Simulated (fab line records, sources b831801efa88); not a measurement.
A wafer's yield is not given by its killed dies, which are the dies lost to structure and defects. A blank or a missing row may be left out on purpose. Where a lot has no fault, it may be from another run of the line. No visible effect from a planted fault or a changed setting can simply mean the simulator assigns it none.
Which tool did it? ; flow gf180mcu ; 15 lots with 45 wafers sampled at 5 steps, on a route of 602 steps

== WHAT THE GAUGES SHOWED, per wafer ==
GF_PSD_OVL_MEAS_08. Usual: PSD_OVL 0.8 nm, standard deviation 1.4.
lot;measured;on;PSD_OVL (nm);flag
L822;day 14 10:43;overlay-01;1.9 1.2 3.6;
L824;day 15 02:04;overlay-01;0.0 2.0 1.1;
L825;day 15 06:01;overlay-01;1.2 0.8 0.7;
L827;day 15 19:22;overlay-02;-1.0 0.0 -2.8;
L829;day 16 15:04;overlay-02;0.2 0.0 0.5;
L830;day 17 02:28;overlay-02;0.9 -1.8 -2.8;
L833;day 17 23:49;overlay-01;2.4 3.8 2.6;
L834;day 18 07:04;overlay-01;0.7 1.3 0.5;
L835;day 18 17:37;overlay-02;1.4 1.2 0.8;
L837;day 19 10:58;overlay-02;-1.0 -0.1 0.6;
L838;day 19 21:06;overlay-02;-0.3 -0.3 -0.7;
L842;day 21 03:43;overlay-01;1.2 0.4 1.0;
L843;day 21 14:25;overlay-01;2.2 -0.2 0.3;
L844;day 21 19:27;overlay-01;1.8 0.1 -0.2;
L845;day 22 03:16;overlay-01;-0.4 0.6 0.7;

GF_CONTACT_OVL_MEAS_15. Usual: CONTACT_OVL 2 nm, standard deviation 6.7.
lot;measured;on;CONTACT_OVL (nm);flag
L822;day 16 07:40;overlay-01;-9 -9 -5;
L824;day 17 00:46;overlay-02;5 9 9;
L825;day 17 05:22;overlay-01;9 0 4;
L827;day 17 19:28;overlay-01;-4 0 1;
L829;day 18 17:15;overlay-02;-3 -5 2;
L830;day 19 04:35;overlay-01;-4 1 -3;
L833;day 20 01:55;overlay-01;-2 1 0;
L834;day 20 09:42;overlay-02;1 -4 -1;
L835;day 20 19:28;overlay-01;7 11 5;
L837;day 21 13:58;overlay-01;-6 -10 -8;
L838;day 21 23:40;overlay-02;1 -2 2;
L842;day 23 04:21;overlay-02;3 12 11;
L843;day 23 14:52;overlay-01;-3 -5 0;
L844;day 23 19:51;overlay-01;1 -4 0;
L845;day 24 03:22;overlay-01;-10 -12 -2;

GF_M1_RS_MEAS_05: uses a four-point probe to measure. Usual: M1_ALCU_RS 0.0693 ohm/sq, standard deviation 0.00072.
lot;measured;on;M1_ALCU_RS (ohm/sq);flag
L822;day 16 09:05;film-metro-02;0.0691 0.0690 0.0697;
L824;day 17 02:10;film-metro-03;0.0713 0.0711 0.0709;
L825;day 17 06:47;film-metro-03;0.0687 0.0682 0.0690;
L827;day 17 21:00;film-metro-04;0.0687 0.0682 0.0679;
L829;day 18 18:39;film-metro-02;0.0694 0.0693 0.0693;
L830;day 19 06:02;film-metro-03;0.0695 0.0691 0.0694;
L833;day 20 03:19;film-metro-04;7.0455 7.0780 7.0889;OFF
L834;day 20 11:07;film-metro-04;7.1490 7.1343 7.1425;OFF
L835;day 20 20:54;film-metro-04;7.0786 7.1568 7.0788;OFF
L837;day 21 15:23;film-metro-03;0.0696 0.0698 0.0696;
L838;day 22 01:10;film-metro-03;0.0694 0.0690 0.0690;
L842;day 23 05:50;film-metro-02;0.0705 0.0699 0.0701;
L843;day 23 16:27;film-metro-02;0.0698 0.0700 0.0697;
L844;day 23 21:20;film-metro-03;0.0692 0.0691 0.0691;
L845;day 24 04:52;film-metro-03;0.0689 0.0685 0.0683;

GF_M1_THK_MEAS_06: measures by xrf. Usual: M1_ALCU_THK 441 nm, standard deviation 5.1.
lot;measured;on;M1_ALCU_THK (nm);flag
L822;day 16 09:11;film-metro-02;438 439 432;
L824;day 17 02:17;film-metro-03;433 434 435;
L825;day 17 06:53;film-metro-03;447 452 446;
L827;day 17 21:06;film-metro-04;447 448 450;
L829;day 18 18:46;film-metro-02;437 437 438;
L830;day 19 06:07;film-metro-03;445 448 444;
L833;day 20 03:26;film-metro-04;<0 <0 <0;OFF
L834;day 20 11:14;film-metro-04;<0 <0 <0;OFF
L835;day 20 21:01;film-metro-04;<0 <0 <0;OFF
L837;day 21 15:29;film-metro-03;442 439 442;
L838;day 22 01:17;film-metro-03;441 445 445;
L842;day 23 05:58;film-metro-02;433 434 433;
L843;day 23 16:34;film-metro-02;435 431 438;
L844;day 23 21:28;film-metro-03;443 445 445;
L845;day 24 04:59;film-metro-03;445 449 449;

== TOOL THAT RAN EACH LOT (tool first, then ch and the chambers of the sampled wafers, then the start) ==
lot;GF_M1_SPUTTER_02
L822;pvd-sputter-03, day 16 08:58
L824;pvd-sputter-01, day 17 02:05
L825;pvd-sputter-03, day 17 06:40
L827;pvd-sputter-03, day 17 20:52
L829;pvd-sputter-03, day 18 18:34
L830;pvd-sputter-04, day 19 05:53
L833;pvd-sputter-03, day 20 03:13
L834;pvd-sputter-03, day 20 11:01
L835;pvd-sputter-03, day 20 20:47
L837;pvd-sputter-01, day 21 15:16
L838;pvd-sputter-04, day 22 01:05
L842;pvd-sputter-04, day 23 05:45
L843;pvd-sputter-03, day 23 16:20
L844;pvd-sputter-01, day 23 21:15
L845;pvd-sputter-04, day 24 04:46
- GF_M1_SPUTTER_02: material AlCu, target thk 450 nm, time 23.9 s.

== AS READ BY THE TOOLS THEMSELVES (means over the sampled wafers that have a number; for cases with no such wafer, the mark the record gives instead) ==
GF_M1_SPUTTER_02. Usual: cathode-dc-power-W 10600 W, standard deviation 2; chamber-pressure-pa 0.4001 Pa, standard deviation 0.00085; throttle-valve-pct 30.1 %, standard deviation 1.1.
lot;tool;cathode-dc-power-W (W);chamber-pressure-pa (Pa);throttle-valve-pct (%);flag
L822;pvd-sputter-03;10601;0.3998;30.4;
L824;pvd-sputter-01;10600;0.4007;30.4;
L825;pvd-sputter-03;10600;0.4003;29.9;
L827;pvd-sputter-03;10600;0.4010;30.6;
L829;pvd-sputter-03;10600;0.4009;29.3;
L830;pvd-sputter-04;10598;0.4012;30.7;
L833;pvd-sputter-03;-;-;-;OFF
L834;pvd-sputter-03;-;-;-;OFF
L835;pvd-sputter-03;-;-;-;OFF
L837;pvd-sputter-01;10601;0.4004;30.5;
L838;pvd-sputter-04;10601;0.3989;28.6;
L842;pvd-sputter-04;10600;0.4002;30.7;
L843;pvd-sputter-03;10600;0.4002;30.5;
L844;pvd-sputter-01;10600;0.4006;30.4;
L845;pvd-sputter-04;10599;0.3993;30.8;

== THE ANSWER, worked out from the rows above alone ==
Rule: take the mean of a lot's wafers that have a number; if it is more than 3 standard deviations from the usual mean, the lot is off. A lot without any number at a reading at which 4 lots or more have one is off too. All remaining lots with rows at the step are treated as sound. First the gauges in route order, then the tools' own readings, where a lot's mean is used as printed above. The first step at which some lot is off is used, and at that step the reading that is off furthest; a lot without a number counts as furthest.
Off: L833, L834, L835, seen at GF_M1_RS_MEAS_05 (M1_ALCU_RS).
A tool fits if, at a process step before that reading, it ran every lot that is off, and no sound lot after the first of them. The gauges at GF_M1_RS_MEAS_05 aren't tried: what is off there is off at GF_M1_SPUTTER_02 too, on other tools, and a gauge's error can't cause that. Of those tried, none fits.

== WHAT HAD BEEN PUT IN BY THE SIMULATOR ==
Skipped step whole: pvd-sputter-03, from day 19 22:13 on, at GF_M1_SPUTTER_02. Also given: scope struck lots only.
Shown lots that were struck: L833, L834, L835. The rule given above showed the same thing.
